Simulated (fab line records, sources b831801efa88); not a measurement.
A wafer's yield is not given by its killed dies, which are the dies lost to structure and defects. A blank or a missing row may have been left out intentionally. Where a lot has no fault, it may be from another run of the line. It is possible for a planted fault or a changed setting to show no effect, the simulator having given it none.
Chamber matching | flow gf180mcu | 3 sister chambers for GF_V2_CVD_02 on pecvd-01
The step deposits SiO2 from TEOS, target thk 850 nm, time 94.851 s. 3 wafers are shown with their chamber, then 12 later ones without.

## WAFERS, EACH WITH ITS CHAMBER
wafer  | chamber | rf fwd power W (W)
L087.2 | 2       | 598.0
L088.5 | 1       | 594.3
L088.6 | 0       | 595.8

## WAFERS WHOSE CHAMBER IS MISSING
wafer  | rf fwd power W (W)
L090.2 | 599.6
L090.4 | 596.8
L090.5 | 597.0
L091.3 | 595.9
L091.4 | 598.3
L091.5 | 597.2
L093.1 | 598.2
L093.2 | 595.5
L093.3 | 596.9
L095.2 | 595.9
L095.4 | 596.0
L095.6 | 596.9

## WHICH CHAMBER EACH WENT THROUGH
wafer  | from the rows above          | in truth
L090.2 | 2                            | 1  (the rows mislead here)
L090.4 | can't be placed: 0 or 2 or 1 | 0
L090.5 | can't be placed: 2 or 0      | 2
L091.3 | can't be placed: 0 or 1      | 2
L091.4 | 2                            | 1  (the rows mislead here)
L091.5 | can't be placed: 2 or 0      | 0
L093.1 | 2                            | 2
L093.2 | can't be placed: 0 or 1      | 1
L093.3 | can't be placed: 0 or 2 or 1 | 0
L095.2 | can't be placed: 0 or 1      | 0
L095.4 | can't be placed: 0 or 1      | 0
L095.6 | can't be placed: 0 or 2 or 1 | 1
1 of 12 placed correctly. Cannot be placed on the basis of these rows: 9; the candidates contain the true chamber in 8. Number placed wrongly: 2.
How it was worked out, from the rows above alone: a wafer's distance from a chamber is the root of the sum, over the readings, of the square of ((its reading less the chamber's mean) divided by the reading's scatter). The wafer belongs to the nearest chamber; if the next one is less than 2 further off, it can't be placed. For every chamber, the mean is computed from those of its wafers that are shown. The scatter (one wafer shown for each chamber): square how far every hidden wafer sits from the nearest shown wafer, average those squares and take the square root.
